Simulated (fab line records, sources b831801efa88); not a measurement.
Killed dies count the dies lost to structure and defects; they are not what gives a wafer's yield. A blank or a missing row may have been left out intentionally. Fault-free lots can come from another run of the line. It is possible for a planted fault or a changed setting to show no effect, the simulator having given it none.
Split-lot trial -- flow sfqLine -- 23 wafers read across 5 lots, on a route 325 steps long

## ON THE SPLIT
At SFQ_TRILAYER_M0_LITHO_COAT_021 (resist thk 600 nm), the setting spinRpm was moved away from the recipe's 3000 rpm on 9 of the 23 wafers read, by -2.8% to +6.6%. The other wafers ran this setting at the recipe's value.

## FROM THE SPLIT TO THE READING: what the file shows between them, 3 steps
- SFQ_TRILAYER_M0_LITHO_PEB_024: peb time 60 s (also split here: pebTimeS)
- SFQ_TRILAYER_M0_LITHO_DEVELOP_023: time 60 s
- SFQ_TRILAYER_M0_BARC_OPEN_METAL_ETCH_031: etches BARC in O2, target depth 125 nm, time 41.7 s

## THE READING
KrF_of_TRILAYER_M0_LITHO_COAT_021.thkNm (the simulator's own value, which no gauge read), in nm, at SFQ_TRILAYER_M0_ETCH_METAL_ETCH_024 (etches Nb in Cl2/Ar, stops on SiO2, target depth 240 nm, time 120 s). No usual value for it is given in the file. Average 382.2 nm, standard deviation 2.7 nm, over the 14 wafers here run with the recipe.

wafer,"tool, chamber at the split","spinRpm as run, rpm",against the recipe,"KrF_of_TRILAYER_M0_LITHO_COAT_021.thkNm, nm",against lot-mates on the recipe
L074.1,"lithoTrack-03, 0",3189,+6.3%,362.3,-21.0
L074.2,"lithoTrack-03, 0",3000,recipe,383.8,-
L074.4,"lithoTrack-03, 0",3000,recipe,382.8,-
L074.5,"lithoTrack-03, 0",3000,recipe,383.4,-
L074.6,"lithoTrack-03, 0",3189,+6.3%,362.8,-20.5
L078.1,"lithoTrack-01, 0",3000,recipe,378.6,-
L078.3,"lithoTrack-01, 0",3000,recipe,387.1,-
L078.4,"lithoTrack-01, 0",3000,recipe,380.4,-
L081.1,"lithoTrack-01, 0",2916,-2.8%,392.6,+7.8
L081.2,"lithoTrack-01, 0",2916,-2.8%,394.1,+9.3
L081.3,"lithoTrack-01, 0",3000,recipe,385.4,-
L081.4,"lithoTrack-01, 0",3000,recipe,383.5,-
L081.5,"lithoTrack-01, 0",3000,recipe,385.6,-
L082.1,"lithoTrack-02, 0",3100,+3.3%,368.7,-9.8
L082.2,"lithoTrack-02, 0",3100,+3.3%,368.8,-9.7
L082.3,"lithoTrack-02, 0",3100,+3.3%,368.3,-10.2
L082.4,"lithoTrack-02, 0",3000,recipe,378.3,-
L082.6,"lithoTrack-02, 0",3000,recipe,378.7,-
L083.1,"lithoTrack-03, 0",3198,+6.6%,362.9,-18.2
L083.3,"lithoTrack-03, 0",3000,recipe,380.1,-
L083.4,"lithoTrack-03, 0",3198,+6.6%,363.8,-17.3
L083.5,"lithoTrack-03, 0",3000,recipe,381.8,-
L083.6,"lithoTrack-03, 0",3000,recipe,381.5,-

THE FIT
A straight line over all 23 wafers: KrF_of_TRILAYER_M0_LITHO_COAT_021.thkNm changes by -3.24 nm for each +1% of spinRpm; r = -0.96; the points scatter about the line by 2.7 nm.
The same after taking each lot's own level away (the mean of its wafers on the recipe; 23 wafers): -2.99 nm for each +1%; r = -0.98; scatter 1.7 nm.
The reading moves by 20 nm for the largest change in spinRpm, on that fit.
The span of the lots' own levels, 378.50 to 384.83 nm, comes to 2.4 times the standard deviation stated above.
The two slopes are in agreement: the lot-to-lot level therefore moves the slope only a little.
Check: -20.1 nm against its lot-mates is what the line predicts for one of the wafers moved furthest among these (+6.6%) when that wafer is left out of the fit. It came out at -18.2 nm against them.

## THESE WAFERS: OTHER SPLITS
These wafers also went through other splits before the reading. Each is held against what the fit with the lots' levels taken away leaves over:
other split on the same wafers,wafers away from the commonest value,r with KrF_of_TRILAYER_M0_LITHO_COAT_021.thkNm (lot level and that fit taken away)
SFQ_TRILAYER_INCOMING_OXIDATION_002 tempC,18,-0.04
SFQ_TRILAYER_L0_LITHO_PEB_008 pebTimeS,5,+0.29
SFQ_TRILAYER_L0_VIA_LITHO_PEB_016 pebTimeS,11,+0.04
SFQ_TRILAYER_L0_VIA_BARC_OPEN_VIA_ETCH_021 sourceW,9,+0.37
SFQ_TRILAYER_M0_LITHO_PEB_024 pebTimeS,10,-0.14

## THE WHOLE CHAIN: every reading that the file lists as answering this split, in the file's order
step,what it does,reading,change (the file's fit),r (the file's)
SFQ_TRILAYER_M0_LITHO_COAT_021,resist thk 600 nm,"KrF_of_TRILAYER_M0_LITHO_COAT_021.thkNm (the simulator's own value, which no gauge read)",-2.89 nm for each +1% of the setting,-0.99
SFQ_TRILAYER_M0_ETCH_METAL_ETCH_024,"etches Nb in Cl2/Ar, stops on SiO2, target depth 240 nm, time 120 s","KrF_of_TRILAYER_M0_LITHO_COAT_021.thkNm (the simulator's own value, which no gauge read)",-2.99 nm for each +1% of the setting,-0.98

## THE FILE'S OWN FIT
KrF_of_TRILAYER_M0_LITHO_COAT_021.thkNm changes by -2.99 nm for each +1% of spinRpm, r = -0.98.
